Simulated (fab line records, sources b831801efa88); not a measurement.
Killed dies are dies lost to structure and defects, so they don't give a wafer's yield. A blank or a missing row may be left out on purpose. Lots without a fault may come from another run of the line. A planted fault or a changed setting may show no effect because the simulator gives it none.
Which tool did it? | flow sky130 | 11 lots, 33 wafers sampled, at 7 steps of a route of 708

WHAT THE GAUGES READ, wafer by wafer
SKY_FIELD_ISO_THK_MEAS_04.
lot  | measured    | on            | FIELD_ISO_CVD_03_THK (nm)
L995 | day 1 20:16 | film_metro-04 | 165.6 163.0 164.9
L996 | day 2 00:33 | film_metro-04 | 163.0 163.8 165.1
L102 | day 3 06:48 | film_metro-02 | 165.9 165.1 165.5
L103 | day 3 11:24 | film_metro-02 | 165.6 166.2 165.6
L106 | day 4 02:20 | film_metro-04 | 166.7 165.4 167.6
L112 | day 5 08:34 | film_metro-02 | 167.6 166.5 166.9
L113 | day 5 14:07 | film_metro-01 | 165.4 166.9 164.7
L114 | day 5 17:38 | film_metro-04 | 165.3 165.5 164.8
L115 | day 6 01:59 | film_metro-02 | 167.9 167.1 166.6
L116 | day 6 04:13 | film_metro-04 | 167.8 167.7 166.4
L117 | day 6 10:58 | film_metro-02 | 166.2 164.8 165.3

SKY_PWDE_OVL_MEAS_07.
lot  | measured    | on         | PWDE_OVL (nm)
L995 | day 4 01:56 | overlay-02 | 0.4 -2.9 -2.5
L996 | day 4 07:02 | overlay-02 | -0.4 -2.0 -3.1
L102 | day 5 16:15 | overlay-01 | 1.3 2.1 1.1
L103 | day 6 03:25 | overlay-01 | 0.5 0.7 1.1
L106 | day 6 15:53 | overlay-02 | -0.2 0.5 0.6
L112 | day 8 03:53 | overlay-02 | -0.6 0.5 0.3
L113 | day 8 08:00 | overlay-01 | 2.7 0.3 1.5
L114 | day 8 12:10 | overlay-01 | -0.8 2.0 0.1
L115 | day 8 19:07 | overlay-02 | 0.1 -2.7 0.0
L116 | day 8 23:11 | overlay-02 | 1.7 -0.7 2.1
L117 | day 9 09:02 | overlay-02 | -1.5 -1.3 -2.1

SKY_VT_ADJUST_LVTN_OVL_MEAS_07.
lot  | measured     | on         | VT_ADJUST_LVTN_OVL (nm)
L995 | day 7 03:17  | overlay-01 | 2.4 1.9 0.5
L996 | day 7 08:20  | overlay-01 | -1.2 1.5 0.9
L102 | day 9 00:26  | overlay-02 | 0.0 2.1 -1.0
L103 | day 9 12:38  | overlay-02 | - - -
L106 | day 10 02:20 | overlay-01 | 3.9 1.8 0.2
L112 | day 11 21:26 | overlay-02 | -0.7 0.0 0.2
L113 | day 12 00:17 | overlay-02 | -0.4 0.7 1.6
L114 | day 12 06:41 | overlay-01 | 0.8 -0.1 0.8
L115 | day 12 16:20 | overlay-02 | 1.1 2.2 0.8
L116 | day 12 21:06 | overlay-02 | 1.7 2.4 2.9
L117 | day 13 07:23 | overlay-01 | 0.1 -1.7 1.6

SKY_VT_ADJUST_LVTN_TW_MEAS_10.
lot  | measured     | on            | VT_ADJUST_LVTN_TW
L995 | day 7 03:35  | film_metro-02 | 239.6 240.6 241.9
L996 | day 7 08:38  | film_metro-03 | 240.5 239.9 239.2
L102 | day 9 00:44  | film_metro-04 | 243.7 243.4 243.4
L103 | day 9 13:05  | film_metro-03 | 30.0 30.1 30.0
L106 | day 10 02:37 | film_metro-02 | 238.9 239.4 240.3
L112 | day 11 21:44 | film_metro-03 | 241.3 241.1 240.6
L113 | day 12 00:34 | film_metro-04 | 242.0 241.5 243.0
L114 | day 12 06:59 | film_metro-03 | 241.1 240.7 240.1
L115 | day 12 16:38 | film_metro-04 | 242.1 242.7 242.3
L116 | day 12 21:23 | film_metro-04 | 241.8 241.6 242.9
L117 | day 13 07:41 | film_metro-03 | 241.1 241.5 240.5

SKY_VT_ADJUST_LVTN_TW_MEAS_21.
lot  | measured     | on            | VT_ADJUST_LVTN_2_TW
L995 | day 7 23:31  | film_metro-04 | 188.0 188.7 189.0
L996 | day 8 04:31  | film_metro-04 | 188.2 187.8 188.2
L102 | day 9 22:35  | film_metro-03 | 188.7 188.5 189.4
L103 | day 10 11:23 | film_metro-04 | 268.6 269.2 268.5
L106 | day 11 00:56 | film_metro-04 | 188.1 188.6 187.9
L112 | day 12 23:07 | film_metro-03 | 187.6 186.6 186.9
L113 | day 13 01:20 | film_metro-04 | 188.0 187.8 188.0
L114 | day 13 07:55 | film_metro-03 | 187.8 188.2 186.6
L115 | day 13 17:38 | film_metro-02 | 187.5 187.2 187.6
L116 | day 13 22:56 | film_metro-03 | 187.2 187.5 187.6
L117 | day 14 08:52 | film_metro-02 | 186.3 185.8 186.3

WHICH TOOL RAN EACH LOT (tool, then ch and the chambers of the sampled wafers, then the start)
lot  | SKY_NWELL_STRIP_25                   | SKY_VT_ADJUST_LVTN_EXPOSE_04
L995 | plasma_asher-03 ch 0,1, day 5 13:41  | iline_stepper-01 ch 0, day 6 17:51
L996 | plasma_asher-03 ch 0,1, day 5 18:35  | iline_stepper-01 ch 0, day 6 23:14
L102 | plasma_asher-02 ch 0,1, day 7 07:46  | iline_stepper-02 ch 0, day 8 14:11
L103 | plasma_asher-04 ch 0,1, day 7 18:19  | iline_stepper-02 ch 0, day 9 02:09
L106 | plasma_asher-02 ch 0,1, day 8 07:38  | iline_stepper-02 ch 0, day 9 16:16
L112 | plasma_asher-03 ch 0,1, day 9 23:08  | iline_stepper-02 ch 0, day 11 10:14
L113 | plasma_asher-04 ch 0,1, day 10 01:17 | iline_stepper-01 ch 0, day 11 12:21
L114 | plasma_asher-02 ch 0, day 10 07:44   | iline_stepper-01 ch 0, day 11 18:58
L115 | plasma_asher-02 ch 0,1, day 10 16:17 | iline_stepper-02 ch 0, day 12 04:29
L116 | plasma_asher-02 ch 0,1, day 10 20:05 | iline_stepper-02 ch 0, day 12 09:37
L117 | plasma_asher-04 ch 1, day 11 06:14   | iline_stepper-02 ch 0, day 12 18:58
- SKY_NWELL_STRIP_25: strips in O2/N2.
- SKY_VT_ADJUST_LVTN_EXPOSE_04: exposes mask NWM COMPLEMENT LESS NATIVE, target cd 840 nm.

WHAT THE TOOLS THEMSELVES READ (means of the sampled wafers that have a number; where no wafer has one, the mark that the record gives instead)
SKY_NWELL_STRIP_25.
lot  | tool            | drypump_motor_current_A (A) | oes_product_au (a.u.) | strip_time_to_endpoint_s (s)
L995 | plasma_asher-03 | 5.8                         | 0.725                 | 36.73
L996 | plasma_asher-03 | 5.8                         | 0.726                 | 36.96
L102 | plasma_asher-02 | 5.0                         | 0.723                 | 37.01
L103 | plasma_asher-04 | 5.5                         | 0.718                 | 36.89
L106 | plasma_asher-02 | 5.0                         | 0.721                 | 36.71
L112 | plasma_asher-03 | 6.1                         | 0.725                 | 36.70
L113 | plasma_asher-04 | 5.6                         | 0.724                 | 36.76
L114 | plasma_asher-02 | 5.1                         | 0.719                 | 36.90
L115 | plasma_asher-02 | 5.1                         | 0.724                 | 36.77
L116 | plasma_asher-02 | 5.0                         | 0.726                 | 36.71
L117 | plasma_asher-04 | 5.5                         | 0.727                 | 36.74

THE ANSWER, worked out from the rows above alone
Rule: what is usual is taken from the lots themselves. Put in order of their means at a reading, lots are off if they are a third of the lots or fewer, leave a main group of 4 or more, and stand apart from it by a gap of 3 or more times the standard deviation of the main group's means; of several such gaps the widest counts. A main group whose means are all the same, to the digits that the tables above print for the reading, isn't used. A lot without any number at a reading at which 4 lots or more have one is off too. The other lots that the step has rows for count as sound. The gauges are gone through in route order, then the tools' own readings, and for those a lot's mean is taken as printed above. The first step at which some lot is off is used, and at that step the reading that is off furthest; a lot without a number counts as furthest.
Off: L103, at SKY_VT_ADJUST_LVTN_OVL_MEAS_07 (VT_ADJUST_LVTN_OVL). Without a number there: L103. The main group: mean 0.9 nm, standard deviation 0.81.
A tool fits if, at a process step before that reading, it ran every lot that is off, and no sound lot after the first of them. The gauges at SKY_VT_ADJUST_LVTN_OVL_MEAS_07 aren't tried: what is off there is off at SKY_VT_ADJUST_LVTN_TW_MEAS_10 too, on other tools, and a gauge's error can't cause that. None of those tried fits.

WHAT THE SIMULATOR HAD PUT IN
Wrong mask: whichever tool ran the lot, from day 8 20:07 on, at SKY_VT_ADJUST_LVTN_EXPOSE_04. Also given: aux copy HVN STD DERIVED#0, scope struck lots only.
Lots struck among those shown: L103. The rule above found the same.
